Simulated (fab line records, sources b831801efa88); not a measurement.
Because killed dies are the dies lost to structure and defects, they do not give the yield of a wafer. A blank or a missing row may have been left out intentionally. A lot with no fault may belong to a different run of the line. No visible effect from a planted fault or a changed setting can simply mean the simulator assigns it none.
fab line records	flow sky130
[record] lots = 24	wafers = 72	last-day = 50
route steps=708 shown LI_CONTACT@375 LOCAL_INTERCONNECT@401 CONTACT@430 METAL1@437
lots that met no fault: from a run of the same line without faults
start-h: the number of hours between the record's first day and the start of the first shown wafer of the lot	wait-h: how many hours have passed since the lot's step before this one	" as in the row above	L1.1+2: a row that stands for several wafers	- no value, or no start given	* or withheld: withheld	< > ~ a bound
route shown NAME@n: names a module that has steps shown in the file, with the first one's number in the route	usual: mean/standard deviation taken from wafers without a fault	same: alike in all rows	chamber/n: place in a boat	sites: readings site by site	_std_site: the values' standard deviation	_edge_site: inner sites' mean taken away from outer sites' mean	radius-mm: how far each site lies from the wafer's centre	mask NAME#n: copy n	behind: the last tool/chamber to shape the wafer	hold: why the lot went on hold/how many hours it stayed there/how the hold came to an end	device: the transistor (n, p or np) that didn't switch	end of line: the route-end tests of the same wafers	a step with no rows: only its recipe	killed: the dies lost at the first sort to structure and to defects; this is not the yield of the wafer	map: shows each die of a wafer: x if killed, . if not, _ if none is there
set.NAME: the setting the step ran with; set.NAME@STEP: the setting that earlier step ran with	model.NAME: the simulator's own value behind a step, which no gauge read
the route's steps for a sample of lots (tables are steps, rows are wafers)
services: the hour from which a tool's chamber was out of use, counted from the record's first day as start-h (under 0 if before that day), plus the number of hours and why
[[steps]]
[step SKY_LI_CONTACT_OVL_MEAS_13]
[usual] LI_CONTACT_OVL = 3/5.9
lot.wafer	tool	chamber	start-h	wait-h	LI_CONTACT_OVL[nm]
L074.2	overlay-02	-	668.44	0.1	8
L074.3	"	-	"	"	2
L074.4	"	-	"	"	1
L075.3	overlay-02	-	685.09	0.1	9
L075.5	"	-	"	"	2
L075.6	"	-	"	"	9
L076.1	overlay-01	-	691.12	0.1	4
L076.2	"	-	"	"	2
L076.3	"	-	"	"	7
L077.1	overlay-01	-	696.54	0.1	-2
L077.3	"	-	"	"	0
L077.6	"	-	"	"	-1
L078.1	overlay-01	-	700.57	0.1	-3
L078.2	"	-	"	"	-4
L078.6	"	-	"	"	1
L079.1	overlay-01	-	709.39	0.1	5
L079.4	"	-	"	"	5
L079.6	"	-	"	"	2
L080.1	overlay-02	-	727.93	0.1	9
L080.3	"	-	"	"	-1
L080.5	"	-	"	"	3
L081.3	overlay-02	-	742.63	0.1	-2
L081.4	"	-	"	"	-5
L081.6	"	-	"	"	5
L082.1	overlay-01	-	762.77	0.1	12
L082.4	"	-	"	"	-2
L082.5	"	-	"	"	10
L083.4	overlay-01	-	767.99	0.1	-2
L083.5	"	-	"	"	5
L083.6	"	-	"	"	-1
L085.2	overlay-01	-	773.23	0.1	0
L085.4	"	-	"	"	4
L085.6	"	-	"	"	-1
L084.2	overlay-01	-	774.32	0.1	5
L084.5	"	-	"	"	17
L084.6	"	-	"	"	-2
L086.1	overlay-02	-	779.04	0.1	0
L086.3	"	-	"	"	2
L086.4	"	-	"	"	1
L088.3	overlay-02	-	792.20	0.1	7
L088.5	"	-	"	"	7
L088.6	"	-	"	"	4
L087.1	overlay-02	-	799.84	0.1	14
L087.2	"	-	"	"	6
L087.5	"	-	"	"	17
L090.1	overlay-01	-	813.03	0.1	6
L090.3	"	-	"	"	3
L090.4	"	-	"	"	-3
L089.1	overlay-02	-	813.38	0.1	5
L089.3	"	-	"	"	17
L089.6	"	-	"	"	12
L091.2	overlay-01	-	822.39	0.1	8
L091.5	"	-	"	"	18
L091.6	"	-	"	"	6
L092.4	overlay-01	-	823.09	0.1	10
L092.5	"	-	"	"	7
L092.6	"	-	"	"	7
L093.2	overlay-02	-	825.44	0.1	-6
L093.5	"	-	"	"	0
L093.6	"	-	"	"	-1
L095.1	overlay-02	-	837.17	0.1	8
L095.2	"	-	"	"	5
L095.5	"	-	"	"	6
L094.3	overlay-02	-	837.53	0.1	-5
L094.4	"	-	"	"	-2
L094.5	"	-	"	"	-6
L096.1	overlay-01	-	846.04	0.1	3
L096.3	"	-	"	"	4
L096.4	"	-	"	"	2
L097.1	overlay-01	-	850.78	0.1	-5
L097.3	"	-	"	"	-2
L097.4	"	-	"	"	5
[step SKY_LI_CONTACT_SPUTTER_19]
[recipe] material = Ti	target-thk-nm = 20	chamber-pressure-pa = 5	power-w = 2500	substrate-temp-c = 200	time-s = 106.37
[usual] throttle-valve-pct = 30.1/0.94
[same] time-s = 106.37
lot.wafer	tool	chamber	start-h	wait-h	throttle-valve-pct
L074.2	pvd-sputter-04	-	668.93	0.0	29.6
L074.3	"	-	"	"	30.5
L074.4	"	-	"	"	29.7
L075.3	pvd-sputter-04	-	685.54	0.0	29.4
L075.5	"	-	"	"	29.1
L075.6	"	-	"	"	30.8
L076.1	pvd-sputter-03	-	691.58	0.0	29.2
L076.2	"	-	"	"	30.0
L076.3	"	-	"	"	28.7
L077.1	pvd-sputter-04	-	697.01	0.0	29.8
L077.3	"	-	"	"	30.5
L077.6	"	-	"	"	30.5
L078.1	pvd-sputter-03	-	701.03	0.0	30.1
L078.2	"	-	"	"	30.6
L078.6	"	-	"	"	30.2
L079.1	pvd-sputter-02	-	709.84	0.0	29.1
L079.4	"	-	"	"	29.6
L079.6	"	-	"	"	32.0
L080.1	pvd-sputter-04	-	728.39	0.0	29.6
L080.3	"	-	"	"	30.4
L080.5	"	-	"	"	30.9
L081.3	pvd-sputter-03	-	743.25	0.0	29.3
L081.4	"	-	"	"	28.6
L081.6	"	-	"	"	30.0
L082.1	pvd-sputter-03	-	763.24	0.0	30.4
L082.4	"	-	"	"	30.1
L082.5	"	-	"	"	30.5
L083.4	pvd-sputter-02	-	768.43	0.0	28.6
L083.5	"	-	"	"	30.0
L083.6	"	-	"	"	29.0
L085.2	pvd-sputter-04	-	773.69	0.0	29.8
L085.4	"	-	"	"	31.2
L085.6	"	-	"	"	29.4
L084.2	pvd-sputter-02	-	774.78	0.0	30.0
L084.5	"	-	"	"	32.2
L084.6	"	-	"	"	29.0
L086.1	pvd-sputter-03	-	779.51	0.0	29.0
L086.3	"	-	"	"	28.6
L086.4	"	-	"	"	30.4
L088.3	pvd-sputter-04	-	792.66	0.0	31.1
L088.5	"	-	"	"	29.7
L088.6	"	-	"	"	30.4
L087.1	pvd-sputter-03	-	800.29	0.0	30.3
L087.2	"	-	"	"	29.6
L087.5	"	-	"	"	30.2
L090.1	pvd-sputter-03	-	813.49	0.0	30.1
L090.3	"	-	"	"	28.7
L090.4	"	-	"	"	30.5
L089.1	pvd-sputter-02	-	813.84	0.0	31.2
L089.3	"	-	"	"	28.9
L089.6	"	-	"	"	31.7
L091.2	pvd-sputter-03	-	822.84	0.0	29.3
L091.5	"	-	"	"	30.1
L091.6	"	-	"	"	30.4
L092.4	pvd-sputter-02	-	823.53	0.0	31.8
L092.5	"	-	"	"	32.3
L092.6	"	-	"	"	28.7
L093.2	pvd-sputter-02	-	825.89	0.0	29.9
L093.5	"	-	"	"	29.9
L093.6	"	-	"	"	29.1
L095.1	pvd-sputter-03	-	837.63	0.0	29.3
L095.2	"	-	"	"	30.3
L095.5	"	-	"	"	29.5
L094.3	pvd-sputter-03	-	837.98	0.0	28.6
L094.4	"	-	"	"	29.6
L094.5	"	-	"	"	30.4
L096.1	pvd-sputter-04	-	846.49	0.0	29.4
L096.3	"	-	"	"	30.6
L096.4	"	-	"	"	31.0
L097.1	pvd-sputter-03	-	851.24	0.0	29.2
L097.3	"	-	"	"	28.9
L097.4	"	-	"	"	30.5
[step SKY_LOCAL_INTERCONNECT_METAL_ETCH_14]
[recipe] target-depth-nm = 110	stop-on = PSG	chemistry = Cl2/BCl3	target = TiN	resist-sidewall-deg = 88	pressure-mtorr = 10	icp-w = 900	bias-w = 48.5	Cl2_flow_sccm = 60	bcl3-flow-sccm = 30	time-s = 31.4
[usual] drypump-motor-current-A = 5.9/0.32	oes-product-au = 0.942/0.0076	throttle-valve-pct = 21.901/0.0097
[same] time-s = 31.4
lot.wafer	tool	chamber	start-h	wait-h	drypump-motor-current-A	oes-product-au	rf-hours-counter-h	throttle-valve-pct
L074.2	rie-metal-02	1	697.43	0.0	5.9	0.943	7	21.909
L074.3	"	0	"	"	6.2	0.928	-	21.910
L074.4	"	1	"	"	5.8	0.934	-	21.908
L075.3	rie-metal-04	1	714.55	0.1	5.3	0.944	-	21.908
L075.5	"	1	"	"	5.3	0.945	-	21.910
L075.6	"	0	"	"	6.2	0.935	-	21.901
L076.1	rie-metal-04	0	720.52	0.1	6.2	0.948	2	21.897
L076.2	"	0	"	"	6.2	0.935	-	21.898
L076.3	"	0	"	"	6.2	0.947	-	21.893
L077.1	rie-metal-04	0	725.98	0.0	6.1	0.942	2	21.899
L077.3	"	1	"	"	5.3	0.933	-	21.893
L077.6	"	0	"	"	6.1	0.940	-	21.908
L078.1	rie-metal-04	1	730.00	0.0	5.4	0.941	11	21.910
L078.2	"	0	"	"	6.2	0.946	2	21.910
L078.6	"	0	"	"	6.2	0.948	-	21.900
L079.1	rie-metal-02	1	738.58	0.1	5.9	0.946	10	21.903
L079.4	"	1	"	"	5.9	0.950	-	21.896
L079.6	"	1	"	"	5.9	0.948	-	21.893
L080.1	rie-metal-04	1	757.32	0.0	5.3	0.938	12	21.897
L080.3	"	1	"	"	5.3	0.953	-	21.893
L080.5	"	0	"	"	6.2	0.959	-	21.891
L081.3	rie-metal-04	0	771.49	0.0	6.2	0.936	-	21.918
L081.4	"	1	"	"	5.3	0.935	-	21.902
L081.6	"	1	"	"	5.3	0.935	-	21.917
L082.1	rie-metal-01	0	791.41	0.0	6.0	0.948	4	21.897
L082.4	"	0	"	"	6.0	0.954	-	21.904
L082.5	"	0	"	"	6.0	0.942	-	21.894
L083.4	rie-metal-02	0	796.17	0.0	6.2	0.938	-	21.917
L083.5	"	1	"	"	5.8	0.937	-	21.897
L083.6	"	0	"	"	6.2	0.940	-	21.901
L085.2	rie-metal-04	1	801.06	0.0	5.3	0.935	13	21.910
L085.4	"	0	"	"	6.2	0.922	-	21.905
L085.6	"	1	"	"	5.4	0.943	-	21.913
L084.2	rie-metal-01	1	802.21	0.0	5.7	0.932	16	21.906
L084.5	"	1	"	"	5.7	0.937	-	21.906
L084.6	"	0	"	"	6.0	0.951	-	21.882
L086.1	rie-metal-02	0	806.67	0.0	6.2	0.939	4	21.902
L086.3	"	0	"	"	6.2	0.940	-	21.914
L086.4	"	1	"	"	5.9	0.943	-	21.895
L088.3	rie-metal-01	0	820.30	0.0	6.0	0.939	-	21.894
L088.5	"	0	"	"	6.0	0.941	-	21.921
L088.6	"	1	"	"	5.7	0.944	-	21.895
L087.1	rie-metal-02	1	827.01	0.0	5.9	0.937	13	21.874
L087.2	"	0	"	"	6.2	0.953	4	21.899
L087.5	"	0	"	"	6.2	0.954	-	21.896
L090.1	rie-metal-04	0	841.07	0.0	6.2	0.947	6	21.899
L090.3	"	1	"	"	5.3	0.948	-	21.880
L090.4	"	0	"	"	6.2	0.942	-	21.890
L089.1	rie-metal-02	0	841.36	0.0	6.2	0.934	5	21.902
L089.3	"	1	"	"	5.8	0.931	-	21.906
L089.6	"	1	"	"	5.9	0.930	-	21.905
L091.2	rie-metal-04	1	851.06	0.0	5.3	0.931	15	21.886
L091.5	"	1	"	"	5.3	0.939	-	21.890
L091.6	"	0	"	"	6.1	0.932	-	21.897
L092.4	rie-metal-01	0	852.05	0.1	6.0	0.947	-	21.898
L092.5	"	1	"	"	5.7	0.944	-	21.886
L092.6	"	0	"	"	6.0	0.942	-	21.907
L093.2	rie-metal-04	0	853.03	0.0	6.1	0.954	7	21.891
L093.5	"	0	"	"	6.1	0.944	-	21.917
L093.6	"	1	"	"	5.4	0.946	-	21.913
L095.1	rie-metal-01	0	863.83	0.1	6.1	0.952	8	21.891
L095.2	"	0	"	"	6.0	0.949	-	21.877
L095.5	"	0	"	"	6.0	0.943	-	21.909
L094.3	rie-metal-02	0	864.82	0.0	6.2	0.925	-	21.899
L094.4	"	1	"	"	5.9	0.932	-	21.885
L094.5	"	0	"	"	6.2	0.943	-	21.915
L096.1	rie-metal-04	1	873.28	0.0	5.3	0.933	16	21.891
L096.3	"	1	"	"	5.4	0.933	-	21.901
L096.4	"	0	"	"	6.2	0.939	-	21.900
L097.1	rie-metal-02	0	878.42	0.0	6.2	0.943	6	21.904
L097.3	"	0	"	"	6.2	0.950	-	21.891
L097.4	"	1	"	"	5.8	0.938	-	21.909
[step SKY_CONTACT_CVD_24]
[recipe] material = W	target-thk-nm = 340	time-s = 102.12	temp-c = 400	pressure-torr = 40
[usual] heater-power-w = 842/47
[same] time-s = 102.12
lot.wafer	tool	chamber	start-h	wait-h	heater-power-w
L074.2	cvd-w-02	1	727.52	0.0	819
L074.3	"	0	"	"	789
L074.4	"	1	"	"	799
L075.3	cvd-w-01	1	744.67	0.1	836
L075.5	"	1	"	"	823
L075.6	"	0	"	"	913
L076.1	cvd-w-01	1	750.00	0.0	831
L076.2	"	0	"	"	903
L076.3	"	0	"	"	898
L077.1	cvd-w-02	1	756.24	0.0	842
L077.3	"	0	"	"	778
L077.6	"	0	"	"	774
L078.1	cvd-w-01	1	759.81	0.0	823
L078.2	"	0	"	"	937
L078.6	"	1	"	"	843
L079.1	cvd-w-02	1	768.40	0.0	811
L079.4	"	1	"	"	817
L079.6	"	1	"	"	837
L080.1	cvd-w-02	0	786.05	0.0	790
L080.3	"	0	"	"	789
L080.5	"	1	"	"	842
L081.3	cvd-w-01	1	800.36	0.1	809
L081.4	"	0	"	"	901
L081.6	"	1	"	"	850
L082.1	cvd-w-02	0	820.35	0.0	801
L082.4	"	1	"	"	834
L082.5	"	0	"	"	798
L083.4	cvd-w-01	1	824.16	0.1	830
L083.5	"	1	"	"	832
L083.6	"	0	"	"	926
L085.2	cvd-w-01	1	828.86	0.0	843
L085.4	"	1	"	"	844
L085.6	"	1	"	"	837
L084.2	cvd-w-02	0	830.92	0.0	819
L084.5	"	1	"	"	810
L084.6	"	0	"	"	805
L086.1	cvd-w-01	1	834.68	0.0	835
L086.3	"	1	"	"	837
L086.4	"	0	"	"	930
L088.3	cvd-w-01	1	847.96	0.1	841
L088.5	"	0	"	"	923
L088.6	"	1	"	"	854
L087.1	cvd-w-01	0	854.76	0.0	897
L087.2	"	1	"	"	833
L087.5	"	1	"	"	822
L090.1	cvd-w-02	0	868.93	0.0	787
L090.3	"	0	"	"	803
L090.4	"	1	"	"	849
L089.1	cvd-w-01	0	869.28	0.0	909
L089.3	"	0	"	"	916
L089.6	"	1	"	"	853
L091.2	cvd-w-01	1	879.22	0.0	820
L091.5	"	0	"	"	926
L091.6	"	1	"	"	851
L092.4	cvd-w-02	1	880.51	0.1	839
L092.5	"	1	"	"	807
L092.6	"	0	"	"	804
L093.2	cvd-w-02	1	882.02	0.0	847
L093.5	"	0	"	"	789
L093.6	"	1	"	"	828
L095.1	cvd-w-02	0	892.31	0.0	786
L095.2	"	1	"	"	842
L095.5	"	1	"	"	833
L094.3	cvd-w-02	1	893.32	0.1	837
L094.4	"	0	"	"	781
L094.5	"	1	"	"	809
L096.1	cvd-w-02	1	901.91	0.0	830
L096.3	"	0	"	"	790
L096.4	"	1	"	"	822
L097.1	cvd-w-01	0	906.26	0.0	906
L097.3	"	0	"	"	940
L097.4	"	1	"	"	825
[step SKY_CONTACT_THK_MEAS_26]
[recipe] thk-meas-gauge = xrf	reads = W_of_CONTACT_CVD_24
[usual] CONTACT_W_THK = 340/4.5
lot.wafer	tool	chamber	start-h	wait-h	CONTACT_W_THK[nm]
L074.2	film-metro-01	-	727.76	0.1	351
L074.3	"	-	"	"	342
L074.4	"	-	"	"	348
L075.3	film-metro-03	-	744.88	0.1	344
L075.5	"	-	"	"	344
L075.6	"	-	"	"	343
L076.1	film-metro-02	-	750.23	0.1	337
L076.2	"	-	"	"	335
L076.3	"	-	"	"	333
L077.1	film-metro-02	-	756.47	0.1	335
L077.3	"	-	"	"	334
L077.6	"	-	"	"	330
L078.1	film-metro-01	-	760.04	0.1	345
L078.2	"	-	"	"	340
L078.6	"	-	"	"	345
L079.1	film-metro-02	-	768.63	0.1	344
L079.4	"	-	"	"	346
L079.6	"	-	"	"	345
L080.1	film-metro-03	-	786.28	0.1	341
L080.3	"	-	"	"	340
L080.5	"	-	"	"	348
L081.3	film-metro-01	-	800.57	0.1	342
L081.4	"	-	"	"	335
L081.6	"	-	"	"	338
L082.1	film-metro-02	-	820.58	0.1	340
L082.4	"	-	"	"	343
L082.5	"	-	"	"	335
L083.4	film-metro-02	-	824.39	0.1	338
L083.5	"	-	"	"	337
L083.6	"	-	"	"	332
L085.2	film-metro-02	-	829.10	0.1	336
L085.4	"	-	"	"	335
L085.6	"	-	"	"	338
L084.2	film-metro-02	-	831.16	0.1	334
L084.5	"	-	"	"	339
L084.6	"	-	"	"	332
L086.1	film-metro-02	-	834.91	0.1	339
L086.3	"	-	"	"	342
L086.4	"	-	"	"	341
L088.3	film-metro-03	-	848.18	0.1	344
L088.5	"	-	"	"	342
L088.6	"	-	"	"	344
L087.1	film-metro-02	-	854.99	0.1	339
L087.2	"	-	"	"	336
L087.5	"	-	"	"	335
L090.1	film-metro-01	-	869.16	0.1	344
L090.3	"	-	"	"	349
L090.4	"	-	"	"	343
L089.1	film-metro-03	-	869.51	0.1	338
L089.3	"	-	"	"	340
L089.6	"	-	"	"	341
L091.2	film-metro-02	-	879.46	0.1	336
L091.5	"	-	"	"	334
L091.6	"	-	"	"	337
L092.4	film-metro-02	-	880.73	0.1	339
L092.5	"	-	"	"	340
L092.6	"	-	"	"	336
L093.2	film-metro-03	-	882.26	0.1	344
L093.5	"	-	"	"	342
L093.6	"	-	"	"	346
L095.1	film-metro-01	-	892.54	0.1	346
L095.2	"	-	"	"	348
L095.5	"	-	"	"	350
L094.3	film-metro-02	-	893.53	0.1	343
L094.4	"	-	"	"	334
L094.5	"	-	"	"	342
L096.1	film-metro-02	-	902.14	0.1	345
L096.3	"	-	"	"	337
L096.4	"	-	"	"	343
L097.1	film-metro-02	-	906.49	0.1	335
L097.3	"	-	"	"	340
L097.4	"	-	"	"	338
[step SKY_METAL1_SPUTTER_03]
[recipe] material = Ti	target-thk-nm = 5	power-w = 3000	time-s = 3.3	chamber-pressure-pa = 0.4
[usual] throttle-valve-pct = 29.6/1
[same] time-s = 3.3
lot.wafer	tool	chamber	start-h	wait-h	throttle-valve-pct
L074.2	pvd-sputter-03	-	728.45	0.0	29.1
L074.3	"	-	"	"	28.5
L074.4	"	-	"	"	30.5
L075.3	pvd-sputter-02	-	745.29	0.0	31.6
L075.5	"	-	"	"	31.9
L075.6	"	-	"	"	28.9
L076.1	pvd-sputter-02	-	750.66	0.0	31.2
L076.2	"	-	"	"	28.9
L076.3	"	-	"	"	29.6
L077.1	pvd-sputter-02	-	756.90	0.0	31.9
L077.3	"	-	"	"	28.8
L077.6	"	-	"	"	29.8
L078.1	pvd-sputter-01	-	760.47	0.0	28.6
L078.2	"	-	"	"	29.4
L078.6	"	-	"	"	28.1
L079.1	pvd-sputter-03	-	769.06	0.0	30.5
L079.4	"	-	"	"	29.0
L079.6	"	-	"	"	29.5
L080.1	pvd-sputter-03	-	786.72	0.0	30.1
L080.3	"	-	"	"	29.4
L080.5	"	-	"	"	29.1
L081.3	pvd-sputter-01	-	800.98	0.0	27.9
L081.4	"	-	"	"	29.4
L081.6	"	-	"	"	29.4
L082.1	pvd-sputter-01	-	821.10	0.0	29.2
L082.4	"	-	"	"	28.7
L082.5	"	-	"	"	28.7
L083.4	pvd-sputter-01	-	826.23	0.0	28.0
L083.5	"	-	"	"	28.4
L083.6	"	-	"	"	27.9
L085.2	pvd-sputter-01	-	829.52	0.0	29.4
L085.4	"	-	"	"	29.3
L085.6	"	-	"	"	29.4
L084.2	pvd-sputter-03	-	831.58	0.0	29.3
L084.5	"	-	"	"	30.3
L084.6	"	-	"	"	28.5
L086.1	pvd-sputter-03	-	835.34	0.0	29.3
L086.3	"	-	"	"	28.7
L086.4	"	-	"	"	30.3
L088.3	pvd-sputter-01	-	848.59	0.0	29.4
L088.5	"	-	"	"	29.4
L088.6	"	-	"	"	29.2
L087.1	pvd-sputter-03	-	855.51	0.0	28.4
L087.2	"	-	"	"	29.1
L087.5	"	-	"	"	28.4
L090.1	pvd-sputter-03	-	869.59	0.0	28.9
L090.3	"	-	"	"	29.4
L090.4	"	-	"	"	30.0
L089.1	pvd-sputter-02	-	869.94	0.0	31.3
L089.3	"	-	"	"	31.9
L089.6	"	-	"	"	29.9
L091.2	pvd-sputter-02	-	880.07	0.0	28.9
L091.5	"	-	"	"	29.7
L091.6	"	-	"	"	28.8
L092.4	pvd-sputter-03	-	881.13	0.0	28.6
L092.5	"	-	"	"	30.2
L092.6	"	-	"	"	30.7
L093.2	pvd-sputter-03	-	882.68	0.0	28.8
L093.5	"	-	"	"	29.6
L093.6	"	-	"	"	30.2
L095.1	pvd-sputter-01	-	892.97	0.0	29.6
L095.2	"	-	"	"	29.4
L095.5	"	-	"	"	28.6
L094.3	pvd-sputter-02	-	893.94	0.0	28.9
L094.4	"	-	"	"	31.0
L094.5	"	-	"	"	30.0
L096.1	pvd-sputter-01	-	902.57	0.0	29.6
L096.3	"	-	"	"	29.2
L096.4	"	-	"	"	28.1
L097.1	pvd-sputter-02	-	906.92	0.0	28.7
L097.3	"	-	"	"	29.6
L097.4	"	-	"	"	31.7
[[services]]
tool	chamber	start-h	hours	kind
pvd-sputter-03	-	647.76	5.3	repair
rie-metal-04	0	678.58	1.0	repair
cvd-w-02	0	682.60	9.8	repair
cvd-w-01	1	686.86	23.5	repair
rie-metal-02	0	716.08	-	clean
rie-metal-04	1	720.38	2.7	repair
rie-metal-02	1	777.16	13.6	repair
cvd-w-02	-	813.07	2.8	pm
pvd-sputter-02	-	831.94	8.7	repair
pvd-sputter-02	2	856.35	-	consumable-replace:kit
pvd-sputter-02	2	856.35	18.0	scheduled-down
pvd-sputter-02	2	856.35	18.0	vent-cycle
rie-metal-01	1	857.00	50.2	repair
rie-metal-02	-	865.87	1.2	repair
rie-metal-01	0	881.27	10.1	repair
pvd-sputter-03	1	882.75	-	consumable-replace:kit
pvd-sputter-03	1	882.75	18.0	scheduled-down
pvd-sputter-03	1	882.75	18.0	vent-cycle
rie-metal-01	-	889.70	2.7	repair
rie-metal-02	0	903.72	4.0	repair
cvd-w-02	-	904.00	14.0	pm
cvd-w-02	0	904.00	14.0	vent-cycle
cvd-w-02	1	904.00	14.0	vent-cycle
cvd-w-02	-	906.42	1.3	repair
[[key]]
fault none
